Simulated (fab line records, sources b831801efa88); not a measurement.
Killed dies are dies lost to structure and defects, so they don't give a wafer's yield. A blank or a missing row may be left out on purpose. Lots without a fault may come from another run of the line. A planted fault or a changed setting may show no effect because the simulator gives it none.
fab line records | flow sky130
record lots=12 wafers=36 last_day=51
route steps=708 shown FIELD_ISO@14 LDD_N@253 METAL1@437 PAD_OPEN@708
lots that met no fault: from a run of the same line without faults
start_h: hours from the record's first day to the start of the lot's first wafer shown | wait_h: hours since the lot's step before | " the same as in the row above | L1.1+2: a row that stands for several wafers | - no value, or no start given | * or withheld: withheld | < > ~ a bound
route shown NAME@n: a module of which the file shows steps, and the number in the route of the first | usual: mean/standard deviation of fault-free wafers | same: alike in all rows | chamber/n: place in a boat | sites: the reading at each site | _std_site: their standard deviation | _edge_site: outer sites' mean less inner sites' | radius_mm: how far each site lies from the wafer's centre | mask NAME#n: copy n | behind: the tool/chamber that last shaped the wafer | hold: why the lot was held/for how many hours/how that ended | device: the transistor (n, p or np) that didn't switch | end of line: the same wafers' tests at the end of the route | a step without rows: its recipe alone | killed: dies lost to structure and defects at the first sort, not the wafer's yield | map: a wafer's dies, x killed, . not, _ none there
set.NAME: the setting as run; set.NAME@STEP: as run at that earlier step | model.NAME: the simulator's own value behind a step, which no gauge read
steps of the route over a sample of lots; a table a step, a row a wafer
services: from which hour (start_h, from the record's first day; less than 0 if before it) a tool's chamber was out of use, for how many hours, and why
## steps
# step SKY_FIELD_ISO_CD_MEAS_13
# recipe target_cd_nm=150
# usual cd_nm=149.5/1.8
# columns lot.wafer tool chamber start_h wait_h cd_nm
L806.1 cd_sem-02 - 34.83 - 148.8
L806.4 " - " " 149.7
L806.5 " - " " 148.1
L807.1 cd_sem-02 - 38.48 - 149.0
L807.2 " - " " 148.5
L807.4 " - " " 149.4
L808.3 cd_sem-02 - 44.26 - 151.7
L808.4 " - " " 150.0
L808.5 " - " " 151.6
L809.3 cd_sem-02 - 50.33 - 153.4
L809.4 " - " " 152.3
L809.5 " - " " 152.1
L813.2 cd_sem-02 - 69.70 - 148.8
L813.3 " - " " 150.3
L813.6 " - " " 149.8
L814.2 cd_sem-02 - 80.60 - 148.3
L814.3 " - " " 147.4
L814.4 " - " " 149.3
L816.1 cd_sem-02 - 89.09 - 147.8
L816.2 " - " " 147.4
L816.5 " - " " 148.5
L821.2 cd_sem-02 - 111.55 - 148.2
L821.4 " - " " 149.5
L821.5 " - " " 148.7
L825.2 cd_sem-01 - 134.09 - 152.2
L825.4 " - " " 153.0
L825.6 " - " " 152.4
L826.4 cd_sem-02 - 144.69 - 148.4
L826.5 " - " " 149.0
L826.6 " - " " 149.9
L827.1 cd_sem-01 - 144.79 - 148.7
L827.2 " - " " 148.3
L827.5 " - " " 148.9
L828.2 cd_sem-01 - 150.36 - 149.6
L828.4 " - " " 147.8
L828.5 " - " " 148.0
# step SKY_FIELD_ISO_ETCH_14
# recipe chemistry=N2/H2 target=BARC ion_energy_ev=200 source_w=500 bias_w=100 pressure_mtorr=30 n2_flow_sccm=100 h2_flow_sccm=200 stop_on=SiO2 time_s=45.9 target_depth_a=600
# usual chamber_pressure_mTorr=30.001/0.026 drypump_motor_current_A=5.6/0.46 oes_product_au=0.854/0.0047 throttle_valve_pct=13.226/0.0094
# columns lot.wafer tool chamber start_h wait_h chamber_pressure_mTorr drypump_motor_current_A oes_product_au rf_hours_counter_h throttle_valve_pct
L806.1 rie_diel-02 3 34.95 0.1 30.004 5.1 0.851 90 13.221
L806.4 " 2 " " 29.986 6.1 0.857 - 13.228
L806.5 " 0 " " 30.037 5.2 0.853 - 13.209
L807.1 rie_diel-02 0 38.60 0.1 29.995 5.1 0.852 123 13.233
L807.2 " 2 " " 29.968 6.2 0.848 14 13.240
L807.4 " 0 " " 30.045 5.1 0.860 - 13.227
L808.3 rie_diel-03 3 44.34 0.1 30.003 6.2 0.857 138 13.238
L808.4 " 0 " " 29.996 5.2 0.857 66 13.205
L808.5 " 3 " " 29.978 6.2 0.850 - 13.220
L809.3 rie_diel-03 0 50.41 0.1 29.982 5.3 0.853 66 13.236
L809.4 " 0 " " 29.975 5.3 0.846 - 13.213
L809.5 " 3 " " 30.001 6.2 0.852 - 13.227
L813.2 rie_diel-02 1 69.80 0.1 30.004 6.1 0.846 0 13.223
L813.3 " 0 " " 29.995 5.2 0.855 124 13.231
L813.6 " 1 " " 30.015 6.1 0.852 - 13.216
L814.2 rie_diel-03 2 80.70 0.1 29.947 5.9 0.859 6 13.220
L814.3 " 3 " " 29.998 6.2 0.859 139 13.222
L814.4 " 0 " " 30.043 5.2 0.857 67 13.232
L816.1 rie_diel-01 3 89.21 0.1 30.011 5.1 0.857 121 13.225
L816.2 " 0 " " 30.028 5.5 0.855 137 13.228
L816.5 " 0 " " 29.985 5.5 0.854 - 13.225
L821.2 rie_diel-01 0 111.65 0.1 29.962 5.5 0.851 137 13.205
L821.4 " 1 " " 29.991 5.0 0.855 72 13.228
L821.5 " 1 " " 29.947 5.0 0.858 - 13.219
L825.2 rie_diel-01 3 134.19 0.1 30.004 5.1 0.846 122 13.206
L825.4 " 0 " " 30.003 5.5 0.850 137 13.213
L825.6 " 3 " " 29.999 5.1 0.841 - 13.229
L826.4 rie_diel-02 3 144.75 0.0 29.990 5.0 0.854 93 13.217
L826.5 " 1 " " 30.032 6.1 0.849 - 13.226
L826.6 " 0 " " 30.023 5.1 0.852 - 13.230
L827.1 rie_diel-01 3 144.91 0.1 29.997 5.1 0.853 122 13.238
L827.2 " 2 " " 30.049 6.1 0.855 17 13.221
L827.5 " 0 " " 29.974 5.5 0.857 - 13.225
L828.2 rie_diel-03 2 150.46 0.1 30.024 5.9 0.856 7 13.243
L828.4 " 1 " " 29.966 5.9 0.850 60 13.217
L828.5 " 1 " " 30.028 5.9 0.866 - 13.217
# step SKY_LDD_N_STRIP_16
# recipe chemistry=O2/N2 power_w=1400 pressure_mtorr=1500 platen_temp_c=withheld o2_flow_sccm=3000 n2_flow_sccm=300 overash_fraction=0.5
# usual chamber_pressure_mTorr=1499.9/1.4 drypump_motor_current_A=5.2/0.31 o2_flow_sccm=2999/8.4 oes_product_au=0.406/0.0048 strip_time_to_endpoint_s=4.312/0.013
# columns lot.wafer tool chamber start_h wait_h chamber_pressure_mTorr drypump_motor_current_A o2_flow_sccm oes_product_au rf_hours_counter_h strip_time_to_endpoint_s
L806.1 plasma_asher-04 0 419.71 0.1 1498.8 5.2 2993 0.410 73 4.333
L806.4 " 0 " " 1501.1 5.1 2989 0.412 - 4.325
L806.5 " 0 " " 1499.6 5.2 3001 0.410 - 4.321
L807.1 plasma_asher-01 0 428.71 0.1 1499.6 5.7 3000 0.403 60 4.305
L807.2 " 1 " " 1499.6 4.8 3004 0.405 60 4.331
L807.4 " 1 " " 1502.3 4.8 3001 0.407 - 4.318
L808.3 plasma_asher-04 1 446.40 0.1 1500.8 4.9 2998 0.405 - 4.323
L808.4 " 0 " " 1500.8 5.2 2997 0.417 - 4.297
L808.5 " 1 " " 1501.6 4.9 2996 0.408 - 4.321
L809.3 plasma_asher-01 1 455.62 0.1 1500.5 4.8 3005 0.400 - 4.312
L809.4 " 0 " " 1501.4 5.7 3020 0.413 - 4.305
L809.5 " 1 " " 1497.9 4.8 2997 0.414 - 4.317
L813.2 plasma_asher-04 1 479.51 0.1 1500.6 4.9 2999 0.400 5 4.316
L813.3 " 1 " " 1498.1 4.9 3009 0.409 - 4.318
L813.6 " 0 " " 1503.0 5.2 3008 0.403 - 4.326
L814.2 plasma_asher-04 0 496.79 0.1 1502.4 5.2 2989 0.401 7 4.311
L814.3 " 0 " " 1499.7 5.2 2996 0.404 - 4.310
L814.4 " 1 " " 1501.8 4.9 3000 0.409 - 4.317
L816.1 plasma_asher-04 0 507.02 0.1 1499.9 5.2 2997 0.615 8 -
L816.2 " 1 " " 1502.6 4.9 2996 0.623 8 -
L816.5 " 1 " " 1502.1 4.9 3000 0.625 - -
L821.2 plasma_asher-02 1 570.66 0.1 1498.4 5.6 2997 0.407 45 4.318
L821.4 " 1 " " 1499.9 5.6 2995 0.405 - 4.329
L821.5 " 0 " " 1498.5 5.1 2998 0.418 - 4.327
L825.2 plasma_asher-04 0 601.34 0.1 1499.9 5.2 2988 0.410 17 4.322
L825.4 " 0 " " 1499.3 5.2 2996 0.403 - 4.312
L825.6 " 0 " " 1499.2 5.2 2985 0.407 - 4.322
L827.1 plasma_asher-04 0 606.64 0.1 1500.0 5.2 3005 0.405 18 4.314
L827.2 " 1 " " 1502.8 4.9 2994 0.407 18 4.302
L827.5 " 0 " " 1497.9 5.2 3001 0.396 - 4.310
L826.4 plasma_asher-02 0 609.02 0.1 1501.0 5.1 2991 0.405 - 4.319
L826.5 " 1 " " 1497.7 5.6 3002 0.400 - 4.311
L826.6 " 0 " " 1498.5 5.1 3014 0.415 - 4.312
L828.2 plasma_asher-04 1 615.89 0.1 1498.6 4.9 3003 0.403 19 4.302
L828.4 " 1 " " 1500.1 4.8 3000 0.401 - 4.305
L828.5 " 0 " " 1501.6 5.2 3018 0.403 - 4.301
# step SKY_METAL1_SPUTTER_03
# recipe material=Ti target_thk_nm=5 power_w=3000 time_s=3.3 chamber_pressure_pa=0.4
# usual chamber_pressure_pa=0.3999/0.00083 throttle_valve_pct=30.0/0.92
# columns lot.wafer tool chamber start_h wait_h chamber_pressure_pa throttle_valve_pct
L806.1 pvd_sputter-02 - 756.92 0.0 0.3994 28.8
L806.4 " - " " 0.4001 31.0
L806.5 " - " " 0.3990 31.2
L807.1 pvd_sputter-02 - 762.55 0.0 0.4003 31.4
L807.2 " - " " 0.4002 29.0
L807.4 " - " " 0.4007 31.0
L808.3 pvd_sputter-04 - 778.31 0.0 0.3988 29.5
L808.4 " - " " 0.4006 30.9
L808.5 " - " " 0.4003 30.7
L809.3 pvd_sputter-01 - 785.29 0.0 0.4008 29.4
L809.4 " - " " 0.3995 31.2
L809.5 " - " " 0.4009 30.8
L813.2 pvd_sputter-02 - 808.19 0.0 0.3983 28.8
L813.3 " - " " 0.4008 31.3
L813.6 " - " " 0.3989 28.9
L814.2 pvd_sputter-02 - 823.62 0.0 0.4004 28.7
L814.3 " - " " 0.3990 28.7
L814.4 " - " " 0.4002 28.9
L816.1 pvd_sputter-04 - 832.43 0.0 0.3989 31.0
L816.2 " - " " 0.4011 30.5
L816.5 " - " " 0.3999 30.5
L821.2 pvd_sputter-04 - 885.06 0.0 0.4001 29.5
L821.4 " - " " 0.3994 30.6
L821.5 " - " " 0.4001 29.4
L825.2 pvd_sputter-04 - 914.50 0.0 0.3995 29.6
L825.4 " - " " 0.3992 29.2
L825.6 " - " " 0.4010 30.9
L827.1 pvd_sputter-01 - 917.38 0.0 0.3999 28.9
L827.2 " - " " 0.3991 29.7
L827.5 " - " " 0.3996 28.9
L826.4 pvd_sputter-01 - 920.57 0.0 0.3984 31.1
L826.5 " - " " 0.4007 28.7
L826.6 " - " " 0.3998 29.3
L828.2 pvd_sputter-04 - 924.23 0.0 0.4002 29.8
L828.4 " - " " 0.3999 30.9
L828.5 " - " " 0.4009 29.8
# step SKY_PAD_OPEN_PROBE_99
# usual killed_at_M0_to_M3=44/7.4 killed_at_M4_up=3.1/1.8 killed_at_contacts=25/6 killed_at_front_end=15/4.4 killed_at_other=0.3/0.49 killed_dies=88/10 killed_open=48/7.4 killed_short=39/6.3
# same gross_dies=492 killed_at_back_side=0
# columns lot.wafer tool chamber start_h wait_h killed_at_M0_to_M3 killed_at_M4_up killed_at_contacts killed_at_front_end killed_at_other killed_dies killed_open killed_short
L813.2 prober-02 - 1135.00 0.1 41 2 26 18 1 88 58 30
L813.3 prober-02 - 1135.05 0.2 55 5 29 17 1 107 58 49
L813.6 prober-02 - 1135.20 0.2 46 3 25 13 1 88 40 48
L816.1 prober-02 - 1152.61 0.1 40 1 24 13 0 78 42 36
L816.2 prober-02 - 1152.66 0.1 39 5 30 8 0 82 58 24
L816.5 prober-02 - 1152.81 0.2 39 4 28 17 0 88 48 39
# killed by level:class
L813.2 CONTACT:geometric_particle:open=17 VIA1:geometric_particle:open=12 FIELD_ISO:geometric_particle:open=6 VIA1:geometric_particle:short=6 POLY_GATE:geometric_particle:open=5 METAL1:geometric_particle:short=5 CONTACT:geometric_particle:short=4 METAL2:geometric_particle:short=4
L813.3 CONTACT:geometric_particle:open=11 LI_CONTACT:geometric_particle:open=10 VIA1:geometric_particle:open=10 VIA3:geometric_particle:open=9 METAL1:geometric_particle:short=7 VIA1:geometric_particle:short=7 METAL2:geometric_particle:short=7 VIA2:geometric_particle:open=7
L813.6 VIA1:geometric_particle:open=10 METAL2:geometric_particle:short=8 LI_CONTACT:geometric_particle:open=7 VIA1:geometric_particle:short=7 VIA3:geometric_particle:open=7 LOCAL_INTERCONNECT:geometric_particle:short=6 POLY_GATE:geometric_particle:open=4 CONTACT:geometric_particle:short=4
L816.1 LI_CONTACT:geometric_particle:open=9 METAL2:geometric_particle:short=9 VIA1:geometric_particle:open=9 CONTACT:geometric_particle:open=6 VIA2:geometric_particle:open=5 CONTACT:geometric_particle:short=4 VIA1:geometric_particle:short=4 VIA3:geometric_particle:open=4
L816.2 VIA1:geometric_particle:open=16 CONTACT:geometric_particle:open=15 LI_CONTACT:geometric_particle:open=9 VIA3:geometric_particle:open=6 CONTACT:geometric_particle:short=4 METAL2:geometric_particle:short=4 METAL1:geometric_particle:short=3 VIA1:geometric_particle:short=3
L816.5 VIA1:geometric_particle:open=18 LOCAL_INTERCONNECT:geometric_particle:short=9 FIELD_ISO:geometric_particle:open=7 CONTACT:geometric_particle:open=7 VIA1:geometric_particle:short=6 LI_CONTACT:geometric_particle:open=5 METAL2:geometric_particle:short=4 POLY_GATE:geometric_particle:short=3
## services
# columns tool chamber start_h hours kind
rie_diel-01 0 18.34 11.0 repair
rie_diel-01 3 20.01 4.6 repair
rie_diel-03 1 46.05 6.2 repair
rie_diel-02 1 56.19 2.6 repair
pvd_sputter-04 - 60.52 1.7 repair
rie_diel-02 0 98.09 6.3 repair
rie_diel-01 3 105.52 2.9 repair
rie_diel-01 1 118.00 4.3 repair
pvd_sputter-04 - 119.50 3.1 repair
rie_diel-02 - 146.40 0.5 repair
plasma_asher-04 - 154.32 3.3 repair
pvd_sputter-04 - 187.61 4.4 repair
plasma_asher-04 - 231.91 2.8 repair
plasma_asher-04 - 255.43 2.8 repair
plasma_asher-04 - 311.42 5.7 repair
plasma_asher-04 - 421.25 9.0 pm
pvd_sputter-04 - 459.11 0.7 repair
plasma_asher-04 - 476.36 1.3 repair
plasma_asher-04 - 555.30 6.8 repair
plasma_asher-04 - 636.08 14.6 pm
pvd_sputter-04 - 661.02 3.3 repair
plasma_asher-04 - 681.00 2.8 pm
pvd_sputter-04 - 693.51 1.8 repair
plasma_asher-04 - 856.49 1.2 repair
## key
first_sign step=SKY_LDD_N_STRIP_16 reading=oes_product_au direction=up sigmas=45 usual=0.406 struck=0.621
effect none on later readings
met_at SKY_LDD_N_STRIP_16
struck_lots L816
tester_left_out L816
not_acting_at SKY_FIELD_ISO_CD_MEAS_13,SKY_FIELD_ISO_ETCH_14,SKY_METAL1_SPUTTER_03
onset_between 496.79 507.02
fault kind=strip_aborted tool=plasma_asher-04 chamber=- onset_h=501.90 steps=SKY_LDD_N_STRIP_16 offset=0.54979 end_h=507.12
# tester_left_out: of these lots the tester's yield and bins aren't shown, on N5 and GAA mostly nor the transistor test; their killed dies are dies lost to structure and defects alone, not to doping, threshold or leakage, so they don't give the yield
